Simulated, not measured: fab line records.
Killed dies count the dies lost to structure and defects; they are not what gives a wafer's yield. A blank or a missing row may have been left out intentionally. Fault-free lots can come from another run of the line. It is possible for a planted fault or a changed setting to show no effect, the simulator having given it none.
Which tool is to blame? / flow gf180mcu / 14 lots with 42 wafers sampled at 3 steps, on a route of 602 steps

== WHAT THE GAUGES READ, wafer by wafer ==
GF_M2_THK_MEAS_06: measures by xrf. Usual: M2_ALCU_THK typically reads 458 nm, with standard deviation 7.2.
lot=L325; measured=day 17 18:58; on=film_metro-02; M2_ALCU_THK (nm)=463 460 468; flag=
lot=L326; measured=day 19 05:02; on=film_metro-02; M2_ALCU_THK (nm)=459 456 458; flag=
lot=L327; measured=day 19 12:26; on=film_metro-04; M2_ALCU_THK (nm)=454 456 454; flag=
lot=L328; measured=day 19 16:01; on=film_metro-01; M2_ALCU_THK (nm)=460 449 457; flag=
lot=L329; measured=day 19 22:33; on=film_metro-02; M2_ALCU_THK (nm)=451 456 464; flag=
lot=L330; measured=day 20 06:27; on=film_metro-04; M2_ALCU_THK (nm)=450 456 457; flag=
lot=L332; measured=day 21 02:14; on=film_metro-02; M2_ALCU_THK (nm)=451 455 453; flag=
lot=L339; measured=day 23 14:25; on=film_metro-04; M2_ALCU_THK (nm)=449 444 442; flag=
lot=L342; measured=day 24 14:56; on=film_metro-02; M2_ALCU_THK (nm)=456 456 469; flag=
lot=L343; measured=day 25 05:19; on=film_metro-04; M2_ALCU_THK (nm)=451 456 449; flag=
lot=L344; measured=day 25 10:42; on=film_metro-01; M2_ALCU_THK (nm)=470 472 467; flag=
lot=L345; measured=day 25 15:27; on=film_metro-01; M2_ALCU_THK (nm)=464 463 457; flag=
lot=L347; measured=day 25 23:25; on=film_metro-02; M2_ALCU_THK (nm)=453 462 466; flag=
lot=L348; measured=day 26 03:34; on=film_metro-01; M2_ALCU_THK (nm)=466 476 467; flag=

== WHICH TOOL RAN EACH LOT (tool, then ch and the chambers of the sampled wafers, then the start) ==
lot=L325; GF_HV_LDD_IMPLANT_21=implanter-01 ch 0, day 10 11:35; GF_M1_SPUTTER_04=pvd_sputter-04, day 15 18:36
lot=L326; GF_HV_LDD_IMPLANT_21=implanter-01 ch 0, day 11 12:12; GF_M1_SPUTTER_04=pvd_sputter-01, day 17 01:59
lot=L327; GF_HV_LDD_IMPLANT_21=implanter-02 ch 0, day 11 20:36; GF_M1_SPUTTER_04=pvd_sputter-01, day 17 09:48
lot=L328; GF_HV_LDD_IMPLANT_21=implanter-02 ch 0, day 11 21:15; GF_M1_SPUTTER_04=pvd_sputter-03, day 17 11:49
lot=L329; GF_HV_LDD_IMPLANT_21=implanter-02 ch 0, day 12 03:47; GF_M1_SPUTTER_04=pvd_sputter-04, day 17 19:04
lot=L330; GF_HV_LDD_IMPLANT_21=implanter-02 ch 0, day 12 09:36; GF_M1_SPUTTER_04=pvd_sputter-03, day 18 02:37
lot=L332; GF_HV_LDD_IMPLANT_21=implanter-02 ch 0, day 13 03:30; GF_M1_SPUTTER_04=pvd_sputter-01, day 18 22:36
lot=L339; GF_HV_LDD_IMPLANT_21=implanter-01 ch 0, day 15 08:26; GF_M1_SPUTTER_04=pvd_sputter-01, day 21 12:43
lot=L342; GF_HV_LDD_IMPLANT_21=implanter-02 ch 0, day 16 10:31; GF_M1_SPUTTER_04=pvd_sputter-04, day 22 15:02
lot=L343; GF_HV_LDD_IMPLANT_21=implanter-01 ch 0, day 16 22:12; GF_M1_SPUTTER_04=pvd_sputter-04, day 23 05:18
lot=L344; GF_HV_LDD_IMPLANT_21=implanter-02 ch 0, day 17 03:25; GF_M1_SPUTTER_04=pvd_sputter-01, day 23 10:36
lot=L345; GF_HV_LDD_IMPLANT_21=implanter-02 ch 0, day 17 08:59; GF_M1_SPUTTER_04=pvd_sputter-04, day 23 15:53
lot=L347; GF_HV_LDD_IMPLANT_21=implanter-02 ch 0, day 17 19:13; GF_M1_SPUTTER_04=pvd_sputter-04, day 24 00:38
lot=L348; GF_HV_LDD_IMPLANT_21=implanter-04 ch 0, day 17 22:53; GF_M1_SPUTTER_04=pvd_sputter-01, day 24 04:50
- GF_HV_LDD_IMPLANT_21
- GF_M1_SPUTTER_04: material TiN, target thk 50 nm, time 41.7 s.

== WHAT THE TOOLS THEMSELVES READ (means of the sampled wafers that have a number; where no wafer has one, the mark that the record gives instead) ==
GF_HV_LDD_IMPLANT_21. Usual: dose_ions_cm2 4.999e+13, standard deviation 5.7e+10; end_station_pressure_torr 5.23e-06 Torr, standard deviation 2.7e-07.
lot=L325; tool=implanter-01; dose_ions_cm2=4.996e+13; end_station_pressure_torr (Torr)=4.93e-06; flag=
lot=L326; tool=implanter-01; dose_ions_cm2=4.994e+13; end_station_pressure_torr (Torr)=5.35e-06; flag=
lot=L327; tool=implanter-02; dose_ions_cm2=4.995e+13; end_station_pressure_torr (Torr)=5.27e-06; flag=
lot=L328; tool=implanter-02; dose_ions_cm2=5.007e+13; end_station_pressure_torr (Torr)=5.22e-06; flag=
lot=L329; tool=implanter-02; dose_ions_cm2=4.991e+13; end_station_pressure_torr (Torr)=5.30e-06; flag=
lot=L330; tool=implanter-02; dose_ions_cm2=5.202e+13; end_station_pressure_torr (Torr)=5.20e-06; flag=OFF
lot=L332; tool=implanter-02; dose_ions_cm2=5.201e+13; end_station_pressure_torr (Torr)=5.38e-06; flag=OFF
lot=L339; tool=implanter-01; dose_ions_cm2=4.994e+13; end_station_pressure_torr (Torr)=5.14e-06; flag=
lot=L342; tool=implanter-02; dose_ions_cm2=5.004e+13; end_station_pressure_torr (Torr)=5.20e-06; flag=
lot=L343; tool=implanter-01; dose_ions_cm2=4.993e+13; end_station_pressure_torr (Torr)=5.27e-06; flag=
lot=L344; tool=implanter-02; dose_ions_cm2=5.000e+13; end_station_pressure_torr (Torr)=5.41e-06; flag=
lot=L345; tool=implanter-02; dose_ions_cm2=5.000e+13; end_station_pressure_torr (Torr)=5.19e-06; flag=
lot=L347; tool=implanter-02; dose_ions_cm2=5.000e+13; end_station_pressure_torr (Torr)=5.16e-06; flag=
lot=L348; tool=implanter-04; dose_ions_cm2=4.995e+13; end_station_pressure_torr (Torr)=5.02e-06; flag=

GF_M1_SPUTTER_04. Usual: throttle_valve_pct at 30.1 %, with a standard deviation of 0.6.
lot=L325; tool=pvd_sputter-04; throttle_valve_pct (%)=30.7; flag=
lot=L326; tool=pvd_sputter-01; throttle_valve_pct (%)=30.2; flag=
lot=L327; tool=pvd_sputter-01; throttle_valve_pct (%)=30.4; flag=
lot=L328; tool=pvd_sputter-03; throttle_valve_pct (%)=29.6; flag=
lot=L329; tool=pvd_sputter-04; throttle_valve_pct (%)=29.9; flag=
lot=L330; tool=pvd_sputter-03; throttle_valve_pct (%)=30.1; flag=
lot=L332; tool=pvd_sputter-01; throttle_valve_pct (%)=30.5; flag=
lot=L339; tool=pvd_sputter-01; throttle_valve_pct (%)=30.4; flag=
lot=L342; tool=pvd_sputter-04; throttle_valve_pct (%)=29.9; flag=
lot=L343; tool=pvd_sputter-04; throttle_valve_pct (%)=29.9; flag=
lot=L344; tool=pvd_sputter-01; throttle_valve_pct (%)=30.2; flag=
lot=L345; tool=pvd_sputter-04; throttle_valve_pct (%)=29.8; flag=
lot=L347; tool=pvd_sputter-04; throttle_valve_pct (%)=30.1; flag=
lot=L348; tool=pvd_sputter-01; throttle_valve_pct (%)=30.6; flag=

== THE ANSWER, worked out from the rows above alone ==
Rule: take the mean of a lot's wafers that have a number; if it is more than 3 standard deviations from the usual mean, the lot is off. A lot without any number at a reading at which 4 lots or more have one is off too. All remaining lots with rows at the step are treated as sound. Order of review: gauges by route order, followed by the tools' own readings, for which a lot's mean as printed above is used. At the first step where some lot is off, the reading lying furthest off is the one used; lots without a number count as furthest.
Off: L330, L332, at GF_HV_LDD_IMPLANT_21 (dose_ions_cm2).
A tool fits if, at that step or a process step before it, it ran every lot that is off, and no sound lot after the first of them. Of those tried, none fits.

== WHAT WAS PUT IN BY THE SIMULATOR ==
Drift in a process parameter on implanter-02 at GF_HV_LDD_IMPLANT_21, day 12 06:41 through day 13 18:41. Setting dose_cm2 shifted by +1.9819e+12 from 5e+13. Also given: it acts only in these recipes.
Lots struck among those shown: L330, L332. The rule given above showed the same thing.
